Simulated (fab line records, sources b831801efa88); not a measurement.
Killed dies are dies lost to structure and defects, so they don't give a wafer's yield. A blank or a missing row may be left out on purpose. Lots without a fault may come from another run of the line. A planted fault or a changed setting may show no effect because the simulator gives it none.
Problem report in the 8D (eight disciplines) form, filled by code | flow gf180mcu | the parts of the form that need people (team, actions taken, sign-off) are left out

1. THE PROBLEM
DUAL_GATE_OXIDATION_00_THK at GF_DUAL_GATE_THK_MEAS_03 reads a mean of 21.69 nm on 6 wafers of 2 lots; wafers without a fault read 10.87 nm with a standard deviation of 0.23. That is +47 standard deviations from the usual mean.
First seen on wafer L359.1, day 9 09:41, on film_metro-01. The record holds 30 wafers of 10 lots with a number at this step. Rule for "out", or "out of limits": more than 4 standard deviations from the usual mean. The other wafers with a number count as sound.

2. WHAT IT IS AND WHAT IT IS NOT
question                    | is                         | is not
which readings at this step | DUAL_GATE_OXIDATION_00_THK | -
which lots                  | L359, L362                 | L354, L355, L357, L358, L372, L373, L374, L376
which wafers of those lots  | all that have a number     | -
read on which gauges        | film_metro-01              | film_metro-03, film_metro-04
when                        | from day 9 09:41           | up to then (12 sound wafers); but 12 sound wafers of L372, L373, L374, L376 came after

3. SUSPECTS, AND WHAT RULES EACH OUT
Counting: a tool at a process step up to the reading stays a suspect if it ran every lot that is out and no sound lot after the first of them.
- the gauge at GF_DUAL_GATE_THK_MEAS_03: ruled out. All the wafers that are out were read on film_metro-01, but those of them that GF_DUAL_GATE_OXIDATION_02 has rows for are out there too, on other tools.
- furnace-02 at GF_DUAL_GATE_OXIDATION_02 (stabilise 600 s, purge 300 s, target thk 10.887 nm): ruled out as a lasting fault. Sound lots L372, L376 ran on it after its first lot that is out, L359 (day 9 08:15).
Left after counting: nothing in the record.

4. THE CAUSE (what the simulator had put in)
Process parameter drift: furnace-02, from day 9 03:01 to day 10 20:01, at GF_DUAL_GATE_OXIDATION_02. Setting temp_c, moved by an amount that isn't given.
Counting ruled it out, wrongly: the rule takes a fault to strike every lot that its tool runs from its start on, and this one did not.

5. THE CHAIN OF EFFECTS, in route order
Each row: a reading whose mean over the struck wafers that have a number lies more than 3 standard deviations from the usual. Only readings for which the record gives a usual standard deviation are gone through. hours: the time from each lot's start at the first step in this table that gives one to its start at this step, as a median over the lots. sigmas: the change in usual standard deviations.
hours | step                      | reading                    | usual    | on struck wafers | change | sigmas
0     | GF_DUAL_GATE_OXIDATION_02 | spike_tc_bottom_C          | 921 C    | 984              | +63    | +21
0     | GF_DUAL_GATE_OXIDATION_02 | spike_tc_centre_C          | 901.0 C  | 965.1            | +64.1  | +58
0     | GF_DUAL_GATE_OXIDATION_02 | spike_tc_lower_C           | 901.5 C  | 965.9            | +64.4  | +66
0     | GF_DUAL_GATE_OXIDATION_02 | spike_tc_top_C             | 907.7 C  | 972.6            | +64.9  | +59
0     | GF_DUAL_GATE_OXIDATION_02 | spike_tc_upper_C           | 900.2 C  | 966.3            | +66.1  | +44
0     | GF_DUAL_GATE_OXIDATION_02 | tube_center_temp_C         | 900.00 C | 964.78           | +64.78 | +99 or more
0     | GF_DUAL_GATE_OXIDATION_02 | tube_center_temp_C_max     | 902.3    | 967.0            | +64.7  | +99 or more
0     | GF_DUAL_GATE_OXIDATION_02 | zone_power_bottom_pct      | 26.8 %   | 32.4             | +5.6   | +5.6
0     | GF_DUAL_GATE_OXIDATION_02 | zone_power_centre_pct      | 19.8 %   | 22.6             | +2.8   | +5.4
0     | GF_DUAL_GATE_OXIDATION_02 | zone_power_top_pct         | 34.2 %   | 39.1             | +4.9   | +5.3
0     | GF_DUAL_GATE_OXIDATION_02 | zone_power_upper_pct       | 17.0 %   | 20.3             | +3.3   | +8.2
1     | GF_DUAL_GATE_THK_MEAS_03  | DUAL_GATE_OXIDATION_00_THK | 10.87 nm | 21.69            | +10.82 | +47
The process steps in it:
- GF_DUAL_GATE_OXIDATION_02: stabilise 600 s, purge 300 s, target thk 10.887 nm.

6. WHAT WOULD HAVE CAUGHT IT SOONER
In this record the first reading out of limits at a measuring or inspecting step was taken at day 9 09:41, 7 hours after the fault began at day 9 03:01.
The tool's own readings at GF_DUAL_GATE_OXIDATION_02 were out on every struck wafer that the step has a row for (spike_tc_bottom_C, spike_tc_centre_C, spike_tc_lower_C, spike_tc_top_C, spike_tc_upper_C, tube_center_temp_C, tube_center_temp_C_max, zone_power_bottom_pct, zone_power_centre_pct, zone_power_top_pct, zone_power_upper_pct): an alarm limit on them would have fired on the first of those.
